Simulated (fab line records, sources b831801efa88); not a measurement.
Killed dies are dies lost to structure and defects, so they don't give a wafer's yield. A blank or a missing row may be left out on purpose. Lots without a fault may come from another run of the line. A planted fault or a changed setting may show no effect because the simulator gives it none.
Chamber matching | flow sky130 | SKY_VIA2_CMP_02 on cmp-01: 4 sister chambers
The step polishes SiO2. 7 wafers are shown with their chamber, then 7 later ones without.

WAFERS WITH THEIR CHAMBER
wafer  | chamber | motor_current_A (A) | slurry_flow_ml_min
L485.3 | 2       | 12.4                | 150.9
L491.2 | 3       | 11.1                | 150.0
L494.2 | 1       | 11.9                | 150.2
L494.4 | 0       | 12.5                | 150.3
L494.5 | 3       | 10.8                | 149.1
L493.2 | 1       | 11.5                | 149.5
L493.4 | 0       | 12.4                | 149.8

WAFERS WITHOUT THEIR CHAMBER
wafer  | motor_current_A (A) | slurry_flow_ml_min
L493.5 | 11.4                | 149.2
L498.3 | 11.8                | 149.4
L498.5 | 11.6                | 150.3
L498.6 | 10.7                | 149.2
L499.1 | 11.9                | 149.8
L499.2 | 12.2                | 150.4
L499.6 | 12.1                | 150.6

WHICH CHAMBER EACH WENT THROUGH
wafer  | from the rows above          | in truth
L493.5 | can't be placed: 1 or 3      | 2
L498.3 | 1                            | 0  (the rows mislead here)
L498.5 | 1                            | 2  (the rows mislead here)
L498.6 | 3                            | 3
L499.1 | can't be placed: 1 or 0      | 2
L499.2 | can't be placed: 2 or 0 or 1 | 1
L499.6 | can't be placed: 2 or 0 or 1 | 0
Placed correctly: 1 of 7. Can't be placed from these rows: 4 (the true chamber is among the candidates in 2). Placed wrongly: 2.
How it was worked out, from the rows above alone: a wafer's distance from a chamber is the root of the sum, over the readings, of the square of ((its reading less the chamber's mean) divided by the reading's scatter). The wafer belongs to the nearest chamber; if the next one is less than 2 further off, it can't be placed. A chamber's mean is the mean of its shown wafers. The scatter: the root of (the sum of the squares of (reading less its chamber's mean) over the shown wafers, divided by (wafers less chambers)).
